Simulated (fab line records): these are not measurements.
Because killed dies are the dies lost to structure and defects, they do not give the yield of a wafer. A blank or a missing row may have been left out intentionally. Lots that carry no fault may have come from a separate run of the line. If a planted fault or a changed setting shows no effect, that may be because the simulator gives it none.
One fault seen from 2 desks | flow gf180mcu | each desk holds nothing but its own numbers, with what lay behind them at the end

== FROM THE METROLOGY DESK ==
Lot by lot, what the gauges showed, no matter which tool ran the lot: averages of those sampled wafers that carry a number. Marked OUT: a lot whose mean sits more than 4 standard deviations from the usual mean, which makes it out of limits; the brackets give that distance.
Columns: A = DNWELL_TW at GF_DNWELL_TW_MEAS_09, usual 1362; B = V1_CVD_00_THK at GF_V1_THK_MEAS_01, usual 599 nm
lot  | first seen here | A              | B
L672 | day 2 19:04     | 1349           | 601
L674 | day 3 05:49     | 1351           | 599
L677 | day 3 21:28     | 1378           | 594
L679 | day 4 06:13     | 1355           | 605
L681 | day 4 18:28     | 1364           | 597
L682 | day 4 22:29     | 1370           | 600
L683 | day 5 04:02     | 1347           | 605
L685 | day 5 16:28     | 1351           | 594
L686 | day 5 20:03     | 1368           | 599
L691 | day 6 23:31     | 1538 (+16) OUT | 592
L693 | day 7 09:52     | 1367           | 593
L694 | day 7 14:52     | 1506 (+13) OUT | 593
L695 | day 7 21:29     | 1370           | 606
Per this desk, out of limits: L691, L694; the first was L691, day 6 23:31 (DNWELL_TW at GF_DNWELL_TW_MEAS_09). Within limits: L672, L674, L677, L679, L681, L682, L683, L685, L686, L693, L695.

== TOOL OWNER'S DESK, implanter-03 ==
The tool's own readings at GF_DNWELL_IMPLANT_07: means of the sampled wafers that have a number, for each lot that ran on this tool. Marked OUT: a lot whose mean sits more than 4 standard deviations from the usual mean, which makes it out of limits; the brackets give that distance.
Columns: A = tiltDeg at GF_DNWELL_IMPLANT_07, usual -0.006 degrees
lot  | first seen here | A
L672 | day 2 18:50     | 0.006
L674 | day 3 05:35     | -0.030
L677 | day 3 21:14     | 0.007
L679 | day 4 05:58     | -0.002
L681 | day 4 18:13     | -0.027
L682 | day 4 22:14     | -0.006
L683 | day 5 03:49     | -0.011
L685 | day 5 16:14     | -0.014
L691 | day 6 23:16     | 4.690 (+99 or more) OUT
L694 | day 7 14:39     | 4.661 (+99 or more) OUT
Finding of this desk: L691, L694 out of limits; the first was L691 at day 6 23:16, on tiltDeg at GF_DNWELL_IMPLANT_07. Within limits: L672, L674, L677, L679, L681, L682, L683, L685.

== PUT TOGETHER ==
At day 6 23:16, on L691, L694, the tool owner's desk was in a position to raise an alarm.
At day 6 23:31 the metrology desk could have sounded an alarm, on L691, L694.
All the named lots went through GF_DNWELL_IMPLANT_07 on implanter-03.

== WHAT HAD BEEN PUT IN BY THE SIMULATOR ==
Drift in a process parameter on implanter-03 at GF_DNWELL_IMPLANT_07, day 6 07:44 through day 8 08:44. A move of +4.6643 in setting tiltDeg, from 0. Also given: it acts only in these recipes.
Lots struck among those shown: L691, L694.
Hours from the fault's start to each desk's first reading out of limits: the tool owner's desk, 16; the metrology desk, 16.
